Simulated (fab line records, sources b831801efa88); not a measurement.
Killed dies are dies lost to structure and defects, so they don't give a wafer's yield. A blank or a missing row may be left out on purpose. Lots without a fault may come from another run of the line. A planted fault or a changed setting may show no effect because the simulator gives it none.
Which tool did it? | flow sky130 | 13 lots, 39 wafers sampled, at 3 steps of a route of 708

WHAT THE GAUGES READ, wafer by wafer
SKY_CONTACT_THK_MEAS_01. Usual: CONTACT_CVD_00_THK 75.0 nm, standard deviation 0.83.
lot  | measured     | on            | CONTACT_CVD_00_THK (nm) | flag
L798 | day 30 15:31 | film_metro-03 | 74.0 75.4 75.9          |
L800 | day 31 04:06 | film_metro-02 | 75.2 75.9 74.1          |
L801 | day 31 10:38 | film_metro-01 | 74.8 75.4 76.4          |
L804 | day 32 12:38 | film_metro-01 | 74.8 75.6 76.5          |
L803 | day 32 18:02 | film_metro-03 | 74.4 74.8 75.3          |
L808 | day 34 03:42 | film_metro-02 | 74.9 73.9 75.6          |
L810 | day 34 19:41 | film_metro-03 | 74.7 74.3 76.2          |
L811 | day 35 04:41 | film_metro-03 | 74.5 75.6 75.3          |
L812 | day 35 05:04 | film_metro-02 | 73.7 75.6 75.1          |
L814 | day 36 01:20 | film_metro-01 | 73.7 75.4 74.3          |
L817 | day 36 19:46 | film_metro-01 | 74.3 75.1 75.9          |
L818 | day 37 08:27 | film_metro-01 | 75.3 75.9 76.5          |
L819 | day 37 11:04 | film_metro-03 | 75.1 76.2 74.7          |

SKY_CONTACT_THK_MEAS_03. Usual: CONTACT_HDPCVD_THK 564 nm, standard deviation 4.8.
lot  | measured     | on            | CONTACT_HDPCVD_THK (nm) | flag
L798 | day 30 15:38 | film_metro-01 | 564 562 566             |
L800 | day 31 04:13 | film_metro-01 | 564 563 560             |
L801 | day 31 10:45 | film_metro-02 | 566 571 569             |
L804 | day 32 12:46 | film_metro-02 | 568 569 579             |
L803 | day 32 18:10 | film_metro-01 | 559 560 556             |
L808 | day 34 03:50 | film_metro-03 | 558 560 562             |
L810 | day 34 19:49 | film_metro-02 | 555 560 555             |
L811 | day 35 04:49 | film_metro-02 | 569 561 565             |
L812 | day 35 05:11 | film_metro-02 | 562 571 559             |
L814 | day 36 01:28 | film_metro-03 | 566 564 565             |
L817 | day 36 19:54 | film_metro-02 | 564 564 566             |
L818 | day 37 08:35 | film_metro-03 | 557 568 563             |
L819 | day 37 11:11 | film_metro-02 | 561 559 565             |

WHICH TOOL RAN EACH LOT (tool, then ch and the chambers of the sampled wafers, then the start)
lot  | SKY_LI_CONTACT_STRIP_16
L798 | plasma_asher-04 ch 0, day 29 08:55
L800 | plasma_asher-01 ch 0,1, day 29 22:25
L801 | plasma_asher-01 ch 0,1, day 30 05:29
L804 | plasma_asher-02 ch 0,1, day 31 08:08
L803 | plasma_asher-02 ch 0,1, day 31 12:55
L808 | plasma_asher-02 ch 0,1, day 32 22:41
L810 | plasma_asher-01 ch 0,1, day 33 14:23
L811 | plasma_asher-02 ch 0,1, day 34 00:09
L812 | plasma_asher-01 ch 0,1, day 34 00:23
L814 | plasma_asher-02 ch 1, day 34 21:04
L817 | plasma_asher-04 ch 0,1, day 35 15:26
L818 | plasma_asher-01 ch 0,1, day 36 04:20
L819 | plasma_asher-04 ch 0,1, day 36 07:01
- SKY_LI_CONTACT_STRIP_16: strips in O2/N2.

WHAT THE TOOLS THEMSELVES READ (means of the sampled wafers that have a number; where no wafer has one, the mark that the record gives instead)
SKY_LI_CONTACT_STRIP_16. Usual: drypump_motor_current_A 5.7 A, standard deviation 0.61; oes_product_au 0.376 a.u., standard deviation 0.0046; strip_time_to_endpoint_s 3.509 s, standard deviation 0.027.
lot  | tool            | drypump_motor_current_A (A) | oes_product_au (a.u.) | strip_time_to_endpoint_s (s) | flag
L798 | plasma_asher-04 | 5.7                         | 0.376                 | 3.528                        |
L800 | plasma_asher-01 | 6.4                         | 0.374                 | 3.528                        |
L801 | plasma_asher-01 | 6.1                         | 0.376                 | 3.482                        |
L804 | plasma_asher-02 | 5.2                         | 0.378                 | 3.501                        |
L803 | plasma_asher-02 | 5.2                         | 0.379                 | 3.512                        |
L808 | plasma_asher-02 | 5.2                         | 0.379                 | 3.522                        |
L810 | plasma_asher-01 | 6.1                         | 0.374                 | 3.465                        |
L811 | plasma_asher-02 | 5.2                         | 0.374                 | 3.475                        |
L812 | plasma_asher-01 | 6.4                         | 0.374                 | 3.506                        |
L814 | plasma_asher-02 | 5.1                         | 0.373                 | 3.490                        |
L817 | plasma_asher-04 | 5.8                         | 0.381                 | 3.534                        |
L818 | plasma_asher-01 | 6.5                         | 0.374                 | 3.506                        |
L819 | plasma_asher-04 | 5.8                         | 0.377                 | 3.519                        |

THE ANSWER, worked out from the rows above alone
Rule: a lot is off if the mean of its wafers that have a number lies more than 3 standard deviations from the usual mean. A lot without any number at a reading at which 4 lots or more have one is off too. The other lots that the step has rows for count as sound. The gauges are gone through in route order, then the tools' own readings, and for those a lot's mean is taken as printed above. The first step at which some lot is off is used, and at that step the reading that is off furthest; a lot without a number counts as furthest.
No lot is off at any reading shown: from this, nothing can be told.

WHAT THE SIMULATOR HAD PUT IN
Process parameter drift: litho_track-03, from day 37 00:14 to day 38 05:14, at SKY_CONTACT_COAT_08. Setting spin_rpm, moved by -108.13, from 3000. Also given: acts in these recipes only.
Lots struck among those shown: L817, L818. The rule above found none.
